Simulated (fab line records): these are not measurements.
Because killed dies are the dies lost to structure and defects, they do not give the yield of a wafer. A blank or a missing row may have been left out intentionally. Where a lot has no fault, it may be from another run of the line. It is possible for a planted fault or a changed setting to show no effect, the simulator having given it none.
2 desks looking at one fault + flow gf180mcu + every desk sees just its own numbers, and what lay behind them comes last

## METROLOGY DESK
Lot by lot, what the gauges showed, no matter which tool ran the lot: averages of those sampled wafers that carry a number. Marked OUT: a lot whose mean sits more than 4 standard deviations from the usual mean, which makes it out of limits; the brackets give that distance.
Columns: A = CONTACT_W_RS at GF_CONTACT_RS_MEAS_25, usual 0.380 ohm/sq; B = CONTACT_W_THK at GF_CONTACT_THK_MEAS_26, usual 301 nm; C = cd nm at GF_M1_CD_MEAS_14, usual 229.5 nm; D = V1_OVL at GF_V1_OVL_MEAS_15, usual -1 nm
| lot  | first seen here | A                | B              | C     | D   |
|------|-----------------|------------------|----------------|-------|-----|
| L503 | day 16 13:02    | 0.375            | 305            | 230.1 | 2   |
| L506 | day 17 12:53    | 0.374            | 304            | 230.0 | 1   |
| L507 | day 17 15:39    | 0.378            | 305            | 230.0 | 0   |
| L508 | day 18 13:28    | 0.383            | 302            | 227.9 | 5   |
| L510 | day 18 15:39    | 0.377            | 306            | 229.5 | -3  |
| L509 | day 18 16:24    | 0.380            | 304            | 228.6 | -7  |
| L511 | day 19 13:35    | 0.374            | 306            | 230.0 | -1  |
| L514 | day 20 01:35    | 0.377            | 305            | 230.6 | -3  |
| L515 | day 20 21:01    | 0.389            | 297            | 229.2 | -11 |
| L519 | day 21 21:38    | 0.372            | 312            | 228.5 | 6   |
| L522 | day 22 20:11    | 0.357 (-4.5) OUT | 323 (+5.0) OUT | 228.9 | -3  |
| L526 | day 24 14:16    | 0.381            | 300            | 229.6 | 4   |
This desk's finding: out of limits on L522; first on L522, day 22 20:11 (CONTACT_W_RS at GF_CONTACT_RS_MEAS_25). L503, L506, L507, L508, L510, L509, L511, L514, L515, L519, L526 stayed within limits.

## AT THE TOOL OWNER'S DESK: cvd w-01
The tool's own readings at GF_CONTACT_CVD_24 (deposits W, target thk 300 nm, time 90.339 s): means of the sampled wafers that have a number, for each lot that ran on this tool. Marked OUT: a lot whose mean sits more than 4 standard deviations from the usual mean, which makes it out of limits; the brackets give that distance.
Columns: A = chamber pressure Torr at GF_CONTACT_CVD_24, usual 40.01 Torr; B = heater power w at GF_CONTACT_CVD_24, usual 820 W; C = susceptor temp C at GF_CONTACT_CVD_24, usual 400.02 C
| lot  | first seen here | A               | B   | C      |
|------|-----------------|-----------------|-----|--------|
| L503 | day 16 12:52    | 40.07           | 786 | 400.35 |
| L506 | day 17 12:47    | 39.98           | 802 | 399.89 |
| L507 | day 17 15:32    | 39.98           | 798 | 400.14 |
| L510 | day 18 15:29    | 40.01           | 809 | 399.87 |
| L511 | day 19 13:28    | 40.02           | 800 | 399.97 |
| L514 | day 20 01:28    | 40.01           | 799 | 399.74 |
| L519 | day 21 21:32    | 42.19 (+29) OUT | 807 | 400.11 |
| L522 | day 22 20:05    | 44.35 (+57) OUT | 821 | 400.07 |
This desk's finding: out of limits on L519, L522; first on L519, day 21 21:32 (chamber pressure Torr at GF_CONTACT_CVD_24). L503, L506, L507, L510, L511, L514 stayed within limits.

## ALL TOGETHER
On L519, L522, at day 21 21:32, an alarm was possible from the tool owner's desk.
The metrology desk could have raised an alarm at day 22 20:11, on L522.
The metrology desk has L519 on record, within its limits.
The lots listed all ran GF_CONTACT_CVD_24 on cvd w-01.

## WHAT THE SIMULATOR HAD INSERTED
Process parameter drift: cvd w-01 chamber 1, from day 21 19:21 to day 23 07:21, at GF_CONTACT_CVD_24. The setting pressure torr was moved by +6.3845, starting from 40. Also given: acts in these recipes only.
Struck lots among those shown: L519, L522.
Counting hours from when the fault started, the first reading out of limits came at 2 for the tool owner's desk and at 25 for the metrology desk.
